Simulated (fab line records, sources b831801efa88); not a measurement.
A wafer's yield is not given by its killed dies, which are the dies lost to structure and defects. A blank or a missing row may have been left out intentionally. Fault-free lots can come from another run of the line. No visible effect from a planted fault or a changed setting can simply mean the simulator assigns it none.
A lot that was struck, set against a sound lot ; flow gf180mcu ; 14 out of 602 route steps
Sound: these wafers, L512.2, L512.3, L512.5. Struck: wafer L504.5 (L504.3, L504.4, from the same lot, were not struck and are left out); the cause is given at the end.
At each step with rows: each side's tool, then ch and its chambers, then its first start. Under that, the readings that differ: sound wafers ; struck wafers ; difference of the means ; sigmas: that difference in standard deviations of wafers without a fault.
alike: a reading whose means differ by less than 2 such deviations, as well as words and numbers matching on both sides. not compared: withheld readings; readings where some wafer has no value; bounds like >300 that might hide an equal value; numbers whose values overlap and for which the record gives no deviation.
A row with sigmas, a row that says differs or no value, or rows on one side alone: a step with any of these is where the two part. Numbers that don't overlap but have no deviation are shown without sigmas and don't part them. A reading missing from all wafers of one side parts the sides only when that side holds two or more wafers.

GF_V4_CD_MEAS_14 targets a cd of 260 nm.
  sound on cd_sem-01 at day 30 11:24; struck on cd_sem-01 at day 28 09:31
  alike: cd_nm
GF_V4_OVL_MEAS_15:
  sound on overlay-02 at day 30 11:31; struck on overlay-02 at day 28 09:37
  alike: V4_OVL
then, 1 step without rows for these wafers: GF_V4_ETCH_16 (etches BARC in N2/H2).
GF_V4_ETCH_17: etches SiO2 in C4F8/O2/Ar, stops on TiN, target depth 630 nm.
  sound on rie_diel-02 ch 0,2,3; struck on rie_diel-03 ch 1
  alike: oes_product_au
GF_V4_STRIP_18: strips in O2/N2.
  sound on plasma_asher-01 ch 0,1, day 30 11:40; struck on plasma_asher-02 ch 0, day 28 09:48
  alike: drypump_motor_current_A, heater_power_w, oes_product_au
  not compared: rf_hours_counter_h
then, 3 steps without rows for these wafers: GF_V4_STRIP_19 (strips in post etch residue remover, time 1200 s); GF_V4_CLEAN_20 (cleans in DIW); GF_V4_SPUTTER_21 (material Ti, target thk 15 nm, time 80.02 s).
GF_V4_SPUTTER_22: material TiN, target thk 10 nm, time 40 s.
  sound on pvd_sputter-02 at day 30 12:18; struck on pvd_sputter-01 at day 28 10:22
  alike: throttle_valve_pct
GF_V4_CVD_23: deposits W, target thk 350 nm, time 104.9 s.
  sound on cvd_w-02 ch 1, day 30 12:20; struck on cvd_w-01 ch 1, day 28 10:26
reading;sound;struck;difference;sigmas
heater_power_w (W);904 900 888;785;-112;-2
GF_V4_RS_MEAS_24: the measuring method here is four-point-probe.
  sound on film_metro-01 at day 30 12:28; struck on film_metro-03 at day 28 10:34
  alike: V4_W_RS
GF_V4_THK_MEAS_25: measures by xrf.
  sound on film_metro-01 at day 30 12:35; struck on film_metro-03 at day 28 10:40
  alike: V4_W_THK
GF_V4_CMP_26: polishes, stops on SiO2, t overpolish 15 s, target thk 0 nm.
  sound on cmp-01 ch 0,1,3, day 30 12:38; struck on cmp-01 ch 1, day 28 10:45
reading;sound;struck;difference;sigmas
overpolish_run_s (s);14.999 14.979 15.007;0.042;-14.953;-99 or more
time_to_endpoint_s (s);82 81 77;130;+50;+15
  alike: motor_current_A
GF_MIM_SPUTTER_00: material Ti, target thk 37.5 nm, time 150 s.
  the record holds rows for the sound wafers here (pvd_sputter-04, day 30 12:56) but none for the struck ones

WHERE THEY PART
At GF_V4_CVD_23 first; at GF_MIM_SPUTTER_00 last (within this record only).

WHY: what the simulator had put in
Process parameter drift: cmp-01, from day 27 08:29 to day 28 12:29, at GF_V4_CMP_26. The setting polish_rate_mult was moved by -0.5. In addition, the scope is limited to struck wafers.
